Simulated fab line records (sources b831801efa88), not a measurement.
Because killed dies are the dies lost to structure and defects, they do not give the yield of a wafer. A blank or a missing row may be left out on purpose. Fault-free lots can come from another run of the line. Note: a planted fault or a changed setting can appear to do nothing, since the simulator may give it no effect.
Comparing a struck lot with a sound one + flow sky130 + 15 steps out of a route of 708
Sound: the wafers L753.1, L753.2, L753.6. Struck: wafer L745.3; the same lot's L745.6 was not struck, so it is left out; see the end for the cause.
Per side, at each step with rows, come the tool, then ch with its chambers, and then its first start. Under that, the readings that differ: sound wafers + struck wafers + difference of the means + sigmas: that difference in standard deviations of wafers without a fault.
alike: same words and numbers on both sides, and readings whose means sit less than 2 such deviations apart. not compared: any withheld reading, any reading some wafer has no value for, any bound like >300 that may hide the same value, and any number with overlapping values for which the record gives no deviation.
Wherever a step has rows on one side only, a row that says differs or no value, or a row with sigmas, the two part there. Non-overlapping numbers with no deviation appear without sigmas and do not part them. A reading missing from all wafers of one side parts the sides only when that side holds two or more wafers.

first, 8 steps without rows for these wafers: SKY_POLY_GATE_DEHYDRATE_05 (time 60 s); SKY_POLY_GATE_HMDS_06 (prime time 60 s); SKY_POLY_GATE_COAT_07 (resist thk 110 nm); SKY_POLY_GATE_COAT_08 (resist thk 450 nm); SKY_POLY_GATE_SOFTBAKE_09 (time 90 s); SKY_POLY_GATE_EXPOSE_10 (exposes mask P1M, target cd 150 nm); SKY_POLY_GATE_PEB_11; SKY_POLY_GATE_DEVELOP_12 (develop time 60 s).
SKY_POLY_GATE_CD_MEAS_13: the cd target is 150 nm.
  sound: cdSem-01 at day 23 05:17; struck: cdSem-02 at day 20 14:32
  alike: cdNm
SKY_POLY_GATE_OVL_MEAS_14:
  sound: overlay-01 at day 23 05:25; struck: overlay-01 at day 20 14:37
  alike: POLY_GATE_OVL
SKY_POLY_GATE_ETCH_15: etches BARC in N2/H2, stops on SiO2, time 118.5 s, target depth 110 nm.
  sound on rieDiel-04 ch 0,3, day 23 05:27; struck on rieDiel-01 ch 2, day 20 14:39
| reading                  | sound       | struck | difference | sigmas |
|--------------------------|-------------|--------|------------|--------|
| drypumpMotorCurrentA (A) | 5.4 5.3 5.4 | 6.2    | +0.8       | +3     |
  alike: oesProductAu, throttleValvePct
  not compared: rfHoursCounterH
SKY_POLY_GATE_ETCH_16: etches Si3N4 in CH3F/O2, stops on poly-Si, time 147.5 s, target depth 75 nm.
  sound on rieDiel-04 ch 0,3, day 23 05:32; struck on rieDiel-01 ch 2, day 20 14:44
| reading                  | sound       | struck | difference | sigmas |
|--------------------------|-------------|--------|------------|--------|
| drypumpMotorCurrentA (A) | 5.4 5.3 5.4 | 6.2    | +0.8       | +3     |
  alike: oesProductAu, throttleValvePct
  not compared: rfHoursCounterH
SKY_POLY_GATE_ETCH_17: etches poly-Si in HBr/Cl2, stops on SiO2, target depth 180 nm, time 70.5 s.
  sound on rieSi-01 ch 2,3, day 23 05:38; struck on rieSi-01 ch 1, day 20 14:50
| reading                                         | sound                | struck | difference | sigmas |
|-------------------------------------------------|----------------------|--------|------------|--------|
| oesProductAu (a.u.)                             | 0.986 0.987 0.978    | 0.734  | -0.250     | -33    |
| throttleValvePct (%)                            | 33.707 33.688 33.682 | 33.669 | -0.023     | -2     |
| model.etch.depthNm (nm)                         | 178.2 178.3 177.8    | 116.3  | -61.8      |        |
| model.POLY_GATE.featureDepthNm (nm)             | 178.2 178.3 177.8    | 116.3  | -61.8      |        |
| model.KrF-thick_of_POLY_GATE_COAT_08.thkNm (nm) | 140.7 142.9 140.4    | 170.4  | +29.1      |        |
  alike: drypumpMotorCurrentA
  not compared: rfHoursCounterH
SKY_POLY_GATE_STRIP_18: strips in O2/N2.
  sound on plasmaAsher-01 ch 0,1, day 23 05:41; struck on plasmaAsher-01 ch 0, day 20 14:55
| reading                  | sound             | struck | difference | sigmas |
|--------------------------|-------------------|--------|------------|--------|
| oesProductAu (a.u.)      | 0.351 0.370 0.360 | 0.380  | +0.020     | +4     |
| stripTimeToEndpointS (s) | 3.19 3.21 3.18    | 3.49   | +0.30      | +6     |
  alike: drypumpMotorCurrentA
  not compared: rfHoursCounterH
then, 1 step without rows for these wafers: SKY_POLY_GATE_CLEAN_19 (cleans in SC1/SC2, time 150 s).

## WHERE THEY PART
At SKY_POLY_GATE_ETCH_15 first; at SKY_POLY_GATE_STRIP_18 last (within this record only).

WHY: what had been put in by the simulator
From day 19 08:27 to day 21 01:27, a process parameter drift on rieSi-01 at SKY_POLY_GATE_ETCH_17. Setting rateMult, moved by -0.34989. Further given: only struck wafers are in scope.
